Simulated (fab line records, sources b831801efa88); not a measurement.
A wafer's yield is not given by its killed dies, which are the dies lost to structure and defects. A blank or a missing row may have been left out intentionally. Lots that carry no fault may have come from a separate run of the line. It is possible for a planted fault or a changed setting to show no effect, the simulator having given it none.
fab line records	flow gf180mcu	part 1 of 2: steps 1 to 24 of 33
[record] lots = 5	wafers = 15	lastDay = 34
route steps=602 shown V1@351 M2@362 V2@382
lots that met no fault: from a run of the same line without faults
startH: start of the lot's first displayed wafer, in hours after the record's first day	waitH: hours since the lot's step before	" same as the row above	L1.1+2: several wafers, shown together as one row	- no value present, or no start provided	* or withheld: withheld	< > ~ a bound
route shown NAME@n: a module of which the file shows steps, and the number in the route of the first	usual: the fault-free wafers' mean and standard deviation	same: alike in all rows	chamber/n: place in a boat	sites: each site's reading	_std_site: the standard deviation of these	_edge_site: mean of outer sites minus mean of inner sites	radiusMm: for every site, how far away it sits from the centre of the wafer	mask NAME#n: copy n	behind: the most recent tool/chamber to have shaped the wafer	hold: what put the lot on hold/how long, in hours/how the hold closed	device: the n, p or np transistor that did not switch	end of line: tests of these same wafers at the route's end	a step given without rows: its recipe and nothing more	killed: the dies lost at the first sort to structure and to defects; this is not the yield of the wafer	map: shows each die of a wafer: x if killed, . if not, _ if none is there
set.NAME: the setting that was run; set.NAME@STEP: the one run at that earlier step	model.NAME: the simulator's own value behind a step, which no gauge read
lots seen at some steps along the route; tables by step, rows by wafer
services: a tool's chamber out of use, with start hour (startH, from the record's first day; less than 0 if before it), hours out, and reason
[[steps]]
[step GF_V1_ETCH_16]
[recipe] chemistry = N2/H2	targetDepthA = withheld	overetchA = withheld	timeS = withheld	target = BARC	ionEnergyEv = 200	sourceW = 500	biasW = 100	pressureMtorr = 30	n2FlowSccm = 100	h2FlowSccm = 200
[usual] drypumpMotorCurrentA = 6.0/0.51	oesProductAu = 0.855/0.0048	rfFwdPowerW = 495.3/2.3	throttleValvePct = 13.225/0.0087
lot.wafer	tool	chamber	startH	waitH	drypumpMotorCurrentA	oesProductAu	rfFwdPowerW	throttleValvePct
L079.3	rieDiel-04	1	456.96	0.0	5.4	0.853	495.7	13.230
L079.5	"	0	"	"	6.2	0.851	496.5	13.215
L079.6	"	1	"	"	5.4	0.860	495.5	13.203
L087.1	rieDiel-01	3	527.20	0.0	5.7	0.851	491.8	13.228
L087.5	"	1	"	"	6.6	0.864	497.9	13.224
L087.6	"	0	"	"	6.6	0.858	495.7	13.221
L091.2	rieDiel-01	0	562.50	0.0	6.6	0.851	496.2	13.232
L091.4	"	3	"	"	5.7	0.846	492.2	13.216
L091.6	"	0	"	"	6.7	0.851	498.1	13.208
L092.2	rieDiel-02	3	564.98	0.0	5.3	0.846	493.8	13.219
L092.3	"	0	"	"	6.0	0.855	493.9	13.228
L092.5	"	2	"	"	5.1	0.857	495.7	13.217
L096.1	rieDiel-02	0	598.70	0.0	6.0	0.849	491.8	13.211
L096.5	"	1	"	"	6.0	0.859	495.1	13.207
L096.6	"	0	"	"	6.0	0.854	491.3	13.232
[step GF_V1_ETCH_17]
[recipe] chemistry = C4F8/O2/Ar	maskMaterial = KrF	target = SiO2	stopOn = TiN	sourceW = 1500	biasW = 1200	pressureMtorr = 40	c4f8FlowSccm = withheld	O2_flow_sccm = 6	Ar_flow_sccm = 300	timeS = withheld	targetDepthA = 6300
[usual] oesProductAu = 0.855/0.0048	rfFwdPowerW = 1493/5
lot.wafer	tool	chamber	startH	waitH	oesProductAu	rfFwdPowerW
L079.3	rieDiel-04	1	-	-	0.849	1494
L079.5	"	0	"	"	0.856	1497
L079.6	"	1	"	"	0.852	1493
L087.1	rieDiel-01	3	-	-	0.857	1486
L087.5	"	1	"	"	0.857	1494
L087.6	"	0	"	"	0.847	1498
L091.2	rieDiel-01	0	-	-	0.849	1498
L091.4	"	3	"	"	0.852	1485
L091.6	"	0	"	"	0.857	1493
L092.2	rieDiel-02	3	-	-	0.850	1492
L092.3	"	0	"	"	0.857	1496
L092.5	"	2	"	"	0.861	1498
L096.1	rieDiel-02	0	-	-	0.857	1497
L096.5	"	1	"	"	0.857	1500
L096.6	"	0	"	"	0.851	1498
[step GF_V1_STRIP_18]
[recipe] chemistry = O2/N2	powerW = 1400	pressureMtorr = 1500	platenTempC = 250	o2FlowSccm = 3000	n2FlowSccm = 300	overashFraction = 0.5
[usual] drypumpMotorCurrentA = 5.9/0.39	heaterPowerW = 328/31	oesProductAu = 0.594/0.0051
lot.wafer	tool	chamber	startH	waitH	drypumpMotorCurrentA	heaterPowerW	oesProductAu	rfHoursCounterH
L079.3	plasmaAsher-04	1	457.13	-	5.7	331	0.601	-
L079.5	"	0	"	"	6.0	366	0.592	-
L079.6	"	1	"	"	5.7	328	0.598	-
L087.1	plasmaAsher-03	1	527.33	-	5.4	313	0.594	78
L087.5	"	0	"	"	6.2	282	0.588	-
L087.6	"	1	"	"	5.4	310	0.599	-
L091.2	plasmaAsher-03	0	562.63	-	6.2	283	0.594	82
L091.4	"	1	"	"	5.4	302	0.594	-
L091.6	"	0	"	"	6.2	287	0.596	-
L092.2	plasmaAsher-03	0	565.11	-	6.2	284	0.596	82
L092.3	"	0	"	"	6.2	287	0.591	-
L092.5	"	0	"	"	6.2	280	0.602	-
L096.1	plasmaAsher-04	1	598.83	-	5.7	327	0.596	49
L096.5	"	0	"	"	6.0	373	0.594	-
L096.6	"	1	"	"	5.8	323	0.587	-
[step GF_V1_STRIP_19]
[recipe] chemistry = postEtchResidueRemover	timeS = 1200	tempC = 72.5
[usual] tempC = 72.49/0.13
lot.wafer	tool	chamber	startH	waitH	tempC
L079.3	wetBench-02	2	457.19	0.0	72.72
L079.5	"	2	"	"	72.63
L079.6	"	2	"	"	72.48
L087.1	wetBench-02	1	527.43	0.1	72.44
L087.5	"	1	"	"	72.44
L087.6	"	1	"	"	72.53
L091.2	wetBench-02	2	562.73	0.1	72.63
L091.4	"	2	"	"	72.62
L091.6	"	2	"	"	72.56
L092.2	wetBench-01	2	565.21	0.1	72.66
L092.3	"	2	"	"	72.60
L092.5	"	2	"	"	72.67
L096.1	wetBench-01	2	598.93	0.1	72.21
L096.5	"	2	"	"	72.33
L096.6	"	2	"	"	72.32
[step GF_V1_CLEAN_20]
[recipe] chemistry = DIW	dry = n2Spin
lot.wafer	tool	chamber	startH	waitH
L079.3+5+6	wetBench-03	3	457.53	0.0
L087.1+5+6	wetBench-03	3	527.78	0.0
L091.2+4+6	wetBench-03	3	563.07	0.0
L092.2+3+5	wetBench-03	2	565.55	0.0
L096.1+5+6	wetBench-01	2	599.27	0.0
[step GF_V1_SPUTTER_21]
[recipe] material = Ti	targetThkNm = 15	chamberPressurePa = 5	powerW = 2500	substrateTempC = 200	timeS = 80.02
[usual] throttleValvePct = 30.3/0.79
lot.wafer	tool	chamber	startH	waitH	throttleValvePct
L079.3	pvdSputter-01	-	457.63	0.0	30.4
L079.5	"	-	"	"	30.2
L079.6	"	-	"	"	31.1
L087.1	pvdSputter-02	-	527.88	0.0	29.0
L087.5	"	-	"	"	29.2
L087.6	"	-	"	"	30.3
L091.2	pvdSputter-02	-	563.17	0.0	30.6
L091.4	"	-	"	"	30.6
L091.6	"	-	"	"	28.9
L092.2	pvdSputter-02	-	565.64	0.0	30.2
L092.3	"	-	"	"	30.7
L092.5	"	-	"	"	29.0
L096.1	pvdSputter-04	-	599.37	0.0	29.4
L096.5	"	-	"	"	31.1
L096.6	"	-	"	"	29.9
[step GF_V1_SPUTTER_22]
[recipe] material = TiN	targetThkNm = 10	chamberPressurePa = 5	powerW = 4000	timeS = 40
[usual] throttleValvePct = 30.4/0.78
lot.wafer	tool	chamber	startH	waitH	throttleValvePct
L079.3	pvdSputter-01	-	457.69	0.0	30.4
L079.5	"	-	"	"	30.3
L079.6	"	-	"	"	31.0
L087.1	pvdSputter-02	-	527.94	0.0	29.4
L087.5	"	-	"	"	29.3
L087.6	"	-	"	"	30.3
L091.2	pvdSputter-02	-	563.23	0.0	30.5
L091.4	"	-	"	"	30.4
L091.6	"	-	"	"	29.2
L092.2	pvdSputter-02	-	565.71	0.0	30.4
L092.3	"	-	"	"	30.6
L092.5	"	-	"	"	29.2
L096.1	pvdSputter-04	-	599.43	0.0	29.3
L096.5	"	-	"	"	31.4
L096.6	"	-	"	"	29.9
[step GF_V1_CVD_23]
[recipe] material = W	targetThkNm = 350	timeS = 105.05	tempC = 400	pressureTorr = 40
[usual] heaterPowerW = 760/42	susceptorTempC = 400.04/0.23
lot.wafer	tool	chamber	startH	waitH	heaterPowerW	sinceWetCleanH	susceptorTempC
L079.3	cvdW-02	1	457.76	0.1	693	-	400.20
L079.5	"	1	"	"	700	-	400.08
L079.6	"	0	"	"	813	-	400.15
L087.1	cvdW-02	1	527.98	0.0	694	624	400.01
L087.5	"	0	"	"	799	-	400.09
L087.6	"	1	"	"	706	-	399.88
L091.2	cvdW-02	1	563.27	0.0	703	659	400.19
L091.4	"	0	"	"	796	-	400.28
L091.6	"	1	"	"	707	-	400.13
L092.2	cvdW-02	1	565.74	0.0	692	662	400.24
L092.3	"	1	"	"	690	-	399.98
L092.5	"	1	"	"	703	-	400.33
L096.1	cvdW-01	1	599.47	0.0	787	195	400.33
L096.5	"	0	"	"	776	-	399.97
L096.6	"	1	"	"	800	-	400.55
[step GF_V1_RS_MEAS_24]
[recipe] thkMeasGauge = four-point-probe	reads = W_of_V1_CVD_23+TiN_of_V1_SPUTTER_22+Ti_of_V1_SPUTTER_21
[usual] V1_W_RS = 0.326/0.0058
lot.wafer	tool	chamber	startH	waitH	V1_W_RS[ohm/sq]
L079.3	filmMetro-02	-	457.88	0.1	0.324
L079.5	"	-	"	"	0.327
L079.6	"	-	"	"	0.326
L087.1	filmMetro-03	-	528.09	0.1	0.334
L087.5	"	-	"	"	0.332
L087.6	"	-	"	"	0.333
L091.2	filmMetro-04	-	563.40	0.1	0.329
L091.4	"	-	"	"	0.326
L091.6	"	-	"	"	0.331
L092.2	filmMetro-03	-	565.88	0.1	0.335
L092.3	"	-	"	"	0.333
L092.5	"	-	"	"	0.335
L096.1	filmMetro-02	-	599.58	0.1	0.329
L096.5	"	-	"	"	0.317
L096.6	"	-	"	"	0.329
[step GF_V1_THK_MEAS_25]
[recipe] thkMeasGauge = xrf	reads = W_of_V1_CVD_23
[usual] V1_W_THK = 335/6.9
lot.wafer	tool	chamber	startH	waitH	V1_W_THK[nm]
L079.3	filmMetro-02	-	457.98	0.1	338
L079.5	"	-	"	"	335
L079.6	"	-	"	"	337
L087.1	filmMetro-03	-	528.21	0.1	321
L087.5	"	-	"	"	322
L087.6	"	-	"	"	324
L091.2	filmMetro-04	-	563.51	0.1	334
L091.4	"	-	"	"	337
L091.6	"	-	"	"	334
L092.2	filmMetro-03	-	565.99	0.1	324
L092.3	"	-	"	"	327
L092.5	"	-	"	"	325
L096.1	filmMetro-02	-	599.70	0.1	333
L096.5	"	-	"	"	344
L096.6	"	-	"	"	333
[step GF_V1_CMP_26]
[recipe] stopOn = SiO2	downForcePsi = 3.5	platenRpm = 60	tOverpolishS = 15	targetThkNm = 0	padVelocityMS = 0.94248
[usual] motorCurrentA = 11.3/1.2	overpolishRunS = 15.000/0.0092	timeToEndpointS = 82/4.5
lot.wafer	tool	chamber	startH	waitH	motorCurrentA	overpolishRunS	timeToEndpointS
L079.3	cmp-02	1	458.02	0.0	11.0	14.992	83
L079.5	"	1	"	"	11.2	15.002	83
L079.6	"	2	"	"	11.8	14.995	75
L087.1	cmp-01	2	528.37	0.1	12.4	15.010	85
L087.6	"	0	"	"	12.4	15.004	84
L087.5	"	1	"	"	9.2	15.014	86
L091.2	cmp-02	0	563.56	0.0	10.1	15.002	86
L091.4	"	3	"	"	13.2	14.993	80
L091.6	"	0	"	"	10.5	15.001	92
L092.3	cmp-02	0	566.09	0.1	10.7	14.990	85
L092.2	"	2	"	"	11.4	15.005	76
L092.5	"	3	"	"	11.9	14.988	76
L096.1	cmp-02	3	599.76	0.1	12.2	14.992	75
L096.6	"	3	"	"	13.0	14.989	74
L096.5	"	0	"	"	10.7	14.996	86
[step GF_M2_SPUTTER_00]
[recipe] material = Ti	targetThkNm = 37.5	arrivingIonEnergyEv = 80	substrateTempC = 200	chamberPressurePa = 2	powerW = 4000	timeS = 152.3
[usual] throttleValvePct = 30.5/0.54
lot.wafer	tool	chamber	startH	waitH	throttleValvePct
L079.3	pvdSputter-04	-	458.32	0.2	29.7
L079.5	"	-	"	"	29.5
L079.6	"	-	"	"	30.0
L087.1	pvdSputter-03	-	528.57	0.1	30.3
L087.5	"	-	"	"	30.2
L087.6	"	-	"	"	31.2
L091.2	pvdSputter-01	-	563.86	0.2	30.3
L091.4	"	-	"	"	30.4
L091.6	"	-	"	"	30.4
L092.2	pvdSputter-04	-	566.34	0.1	29.8
L092.3	"	-	"	"	29.5
L092.5	"	-	"	"	29.5
L096.1	pvdSputter-04	-	600.06	0.2	31.3
L096.5	"	-	"	"	29.3
L096.6	"	-	"	"	29.9
[step GF_M2_SPUTTER_01]
[recipe] material = TiN	targetThkNm = 30	powerW = 6500	timeS = 25	chamberPressurePa = 0.4
[usual] throttleValvePct = 30.5/0.55
lot.wafer	tool	chamber	startH	waitH	throttleValvePct
L079.3	pvdSputter-04	-	458.42	0.1	29.7
L079.5	"	-	"	"	29.4
L079.6	"	-	"	"	29.8
L087.1	pvdSputter-03	-	528.67	0.1	30.6
L087.5	"	-	"	"	30.3
L087.6	"	-	"	"	31.2
L091.2	pvdSputter-01	-	563.96	0.1	30.3
L091.4	"	-	"	"	30.2
L091.6	"	-	"	"	30.2
L092.2	pvdSputter-04	-	566.44	0.1	30.0
L092.3	"	-	"	"	29.6
L092.5	"	-	"	"	29.7
L096.1	pvdSputter-04	-	600.16	0.1	31.2
L096.5	"	-	"	"	29.3
L096.6	"	-	"	"	29.7
[step GF_M2_SPUTTER_02]
[recipe] material = AlCu	targetThkNm = 450	powerW = 10600	timeS = 23.9	chamberPressurePa = 0.4
[usual] throttleValvePct = 30.5/0.53
lot.wafer	tool	chamber	startH	waitH	throttleValvePct
L079.3	pvdSputter-04	-	458.45	0.0	29.9
L079.5	"	-	"	"	29.5
L079.6	"	-	"	"	30.1
L087.1	pvdSputter-03	-	528.70	0.0	30.6
L087.5	"	-	"	"	30.2
L087.6	"	-	"	"	31.5
L091.2	pvdSputter-01	-	563.99	0.0	30.3
L091.4	"	-	"	"	30.4
L091.6	"	-	"	"	30.0
L092.2	pvdSputter-04	-	566.47	0.0	29.7
L092.3	"	-	"	"	29.5
L092.5	"	-	"	"	29.5
L096.1	pvdSputter-04	-	600.19	0.0	31.4
L096.5	"	-	"	"	29.3
L096.6	"	-	"	"	29.9
[step GF_M2_SPUTTER_03]
[recipe] material = Ti	targetThkNm = 10	substrateTempC = 300	chamberPressurePa = 0.3	powerW = 3000	timeS = 6.7
[usual] throttleValvePct = 30.5/0.55
lot.wafer	tool	chamber	startH	waitH	throttleValvePct
L079.3	pvdSputter-04	-	458.48	0.0	30.0
L079.5	"	-	"	"	29.5
L079.6	"	-	"	"	30.0
L087.1	pvdSputter-03	-	528.73	0.0	30.4
L087.5	"	-	"	"	30.6
L087.6	"	-	"	"	31.0
L091.2	pvdSputter-01	-	564.02	0.0	30.1
L091.4	"	-	"	"	30.5
L091.6	"	-	"	"	30.3
L092.2	pvdSputter-04	-	566.50	0.0	30.0
L092.3	"	-	"	"	29.3
L092.5	"	-	"	"	29.4
L096.1	pvdSputter-04	-	600.22	0.0	31.3
L096.5	"	-	"	"	29.3
L096.6	"	-	"	"	29.8
[step GF_M2_SPUTTER_04]
[recipe] material = TiN	targetThkNm = 50	powerW = 6500	timeS = 41.7	chamberPressurePa = 0.4
[usual] throttleValvePct = 30.5/0.55
lot.wafer	tool	chamber	startH	waitH	throttleValvePct
L079.3	pvdSputter-04	-	458.50	0.0	29.8
L079.5	"	-	"	"	29.4
L079.6	"	-	"	"	29.7
L087.1	pvdSputter-03	-	528.75	0.0	30.7
L087.5	"	-	"	"	30.4
L087.6	"	-	"	"	31.1
L091.2	pvdSputter-01	-	564.04	0.0	30.1
L091.4	"	-	"	"	30.4
L091.6	"	-	"	"	30.5
L092.2	pvdSputter-04	-	566.52	0.0	30.0
L092.3	"	-	"	"	29.5
L092.5	"	-	"	"	29.5
L096.1	pvdSputter-04	-	600.24	0.0	31.5
L096.5	"	-	"	"	29.5
L096.6	"	-	"	"	29.8
[step GF_M2_RS_MEAS_05]
[recipe] thkMeasGauge = four-point-probe	reads = TiN_of_M2_SPUTTER_04+Ti_of_M2_SPUTTER_03+AlCu_of_M2_SPUTTER_02+TiN_of_M2_SPUTTER_01+Ti_of_M2_SPUTTER_00
[usual] M2_ALCU_RS = 0.0698/0.00095
lot.wafer	tool	chamber	startH	waitH	M2_ALCU_RS[ohm/sq]
L079.3	filmMetro-04	-	458.58	0.1	0.0688
L079.5	"	-	"	"	0.0709
L079.6	"	-	"	"	0.0692
L087.1	filmMetro-04	-	528.79	0.0	0.0694
L087.5	"	-	"	"	0.0682
L087.6	"	-	"	"	0.0718
L091.2	filmMetro-03	-	564.10	0.0	0.0692
L091.4	"	-	"	"	0.0686
L091.6	"	-	"	"	0.0689
L092.2	filmMetro-01	-	566.58	0.0	0.0687
L092.3	"	-	"	"	0.0710
L092.5	"	-	"	"	0.0716
L096.1	filmMetro-04	-	600.31	0.1	0.0708
L096.5	"	-	"	"	0.0711
L096.6	"	-	"	"	0.0709
[step GF_M2_THK_MEAS_06]
[recipe] thkMeasGauge = xrf	reads = AlCu_of_M2_SPUTTER_02
[usual] M2_ALCU_THK = 445/6.4
lot.wafer	tool	chamber	startH	waitH	M2_ALCU_THK[nm]
L079.3	filmMetro-04	-	458.68	0.1	453
L079.5	"	-	"	"	439
L079.6	"	-	"	"	448
L087.1	filmMetro-04	-	528.91	0.1	447
L087.5	"	-	"	"	457
L087.6	"	-	"	"	432
L091.2	filmMetro-03	-	564.21	0.1	448
L091.4	"	-	"	"	454
L091.6	"	-	"	"	448
L092.2	filmMetro-01	-	566.69	0.1	450
L092.3	"	-	"	"	434
L092.5	"	-	"	"	432
L096.1	filmMetro-04	-	600.43	0.1	441
L096.5	"	-	"	"	438
L096.6	"	-	"	"	441
[step GF_M2_DEHYDRATE_07]
[recipe] tempC = 200	timeS = 60
[usual] exhaustPa = 44.9/0.88
lot.wafer	tool	chamber	startH	waitH	exhaustPa
L079.3	lithoTrack-02	0	471.01	12.3	45.5
L079.5	"	0	"	"	43.5
L079.6	"	0	"	"	45.0
L087.1	lithoTrack-02	0	539.06	10.1	43.3
L087.5	"	0	"	"	45.4
L087.6	"	0	"	"	44.5
L091.2	lithoTrack-02	0	574.68	10.5	45.9
L091.4	"	0	"	"	45.1
L091.6	"	0	"	"	45.2
L092.2	lithoTrack-01	0	577.07	10.4	43.9
L092.3	"	0	"	"	43.6
L092.5	"	0	"	"	43.1
L096.1	lithoTrack-01	0	609.89	9.5	45.6
L096.5	"	0	"	"	44.3
L096.6	"	0	"	"	45.7
[step GF_M2_HMDS_08]
[recipe] primeTimeS = 60	primeTempC = 120
[usual] exhaustPa = 45.0/0.94
[same] primeTimeS = 60
lot.wafer	tool	chamber	startH	waitH	exhaustPa
L079.3	lithoTrack-02	0	471.16	0.1	45.5
L079.5	"	0	"	"	43.7
L079.6	"	0	"	"	45.6
L087.1	lithoTrack-02	0	539.21	0.1	47.0
L087.5	"	0	"	"	45.8
L087.6	"	0	"	"	47.2
L091.2	lithoTrack-02	0	574.83	0.1	44.3
L091.4	"	0	"	"	43.7
L091.6	"	0	"	"	45.4
L092.2	lithoTrack-01	0	577.22	0.1	44.9
L092.3	"	0	"	"	43.6
L092.5	"	0	"	"	45.1
L096.1	lithoTrack-01	0	610.04	0.1	44.7
L096.5	"	0	"	"	43.9
L096.6	"	0	"	"	44.4
[step GF_M2_COAT_09]
[recipe] resist = KrF	spinRpm = withheld	resistThkNm = 1000
[usual] exhaustPa = 45.0/0.84
lot.wafer	tool	chamber	startH	waitH	exhaustPa
L079.3	lithoTrack-02	0	471.31	0.1	46.6
L079.5	"	0	"	"	44.3
L079.6	"	0	"	"	44.3
L087.1	lithoTrack-02	0	539.36	0.1	44.6
L087.5	"	0	"	"	44.0
L087.6	"	0	"	"	44.5
L091.2	lithoTrack-02	0	574.98	0.1	44.7
L091.4	"	0	"	"	44.6
L091.6	"	0	"	"	43.7
L092.2	lithoTrack-01	0	577.37	0.1	44.2
L092.3	"	0	"	"	45.2
L092.5	"	0	"	"	44.3
L096.1	lithoTrack-01	0	610.19	0.1	44.7
L096.5	"	0	"	"	45.6
L096.6	"	0	"	"	45.8
[step GF_M2_SOFTBAKE_10]
[recipe] tempC = 130	timeS = 60	resist = KrF
[usual] exhaustPa = 45.0/0.8
lot.wafer	tool	chamber	startH	waitH	exhaustPa
L079.3	lithoTrack-02	0	471.46	0.1	46.2
L079.5	"	0	"	"	44.9
L079.6	"	0	"	"	46.2
L087.1	lithoTrack-02	0	539.51	0.1	45.1
L087.5	"	0	"	"	45.5
L087.6	"	0	"	"	45.4
L091.2	lithoTrack-02	0	575.13	0.1	46.2
L091.4	"	0	"	"	44.9
L091.6	"	0	"	"	45.2
L092.2	lithoTrack-01	0	577.52	0.1	45.7
L092.3	"	0	"	"	47.2
L092.5	"	0	"	"	46.8
L096.1	lithoTrack-01	0	610.34	0.1	45.3
L096.5	"	0	"	"	44.4
L096.6	"	0	"	"	44.3
[step GF_M2_EXPOSE_11]
[recipe] maskId = Metal2	targetCdNm = 280	na = 0.68	sourceShape = conventional	sigmaOuter = 0.6	doseMj = 28
[usual] focusOffsetNm = 0.0/0.52
lot.wafer	tool	chamber	startH	waitH	mask	focusOffsetNm
L079.3	krfScanner-01	0	-	-	Metal2#0	0.2
L079.5	"	0	"	"	Metal2#0	0.1
L079.6	"	0	"	"	Metal2#0	0.0
L087.1	krfScanner-02	0	-	-	Metal2#0	-0.1
L087.5	"	0	"	"	Metal2#0	0.3
L087.6	"	0	"	"	Metal2#0	0.2
L091.2	krfScanner-01	0	-	-	Metal2#0	0.2
L091.4	"	0	"	"	Metal2#0	0.1
L091.6	"	0	"	"	Metal2#0	-0.9
L092.2	krfScanner-01	0	-	-	Metal2#0	-0.3
L092.3	"	0	"	"	Metal2#0	-0.2
L092.5	"	0	"	"	Metal2#0	0.3
L096.1	krfScanner-01	0	-	-	Metal2#0	-0.1
L096.5	"	0	"	"	Metal2#0	-0.3
L096.6	"	0	"	"	Metal2#0	-0.5
[step GF_M2_PEB_12]
[recipe] pebTempC = 135	pebTimeS = 90	resist = KrF
[usual] exhaustPa = 45.3/0.86
lot.wafer	tool	chamber	startH	waitH	exhaustPa
L079.3	lithoTrack-01	0	-	-	44.6
L079.5	"	0	"	"	46.3
L079.6	"	0	"	"	46.3
L087.1	lithoTrack-02	0	-	-	46.7
L087.5	"	0	"	"	45.3
L087.6	"	0	"	"	44.7
L091.2	lithoTrack-03	0	-	-	44.8
L091.4	"	0	"	"	45.4
L091.6	"	0	"	"	45.7
L092.2	lithoTrack-02	0	-	-	44.2
L092.3	"	0	"	"	44.1
L092.5	"	0	"	"	44.6
L096.1	lithoTrack-01	0	-	-	44.3
L096.5	"	0	"	"	44.8
L096.6	"	0	"	"	45.1
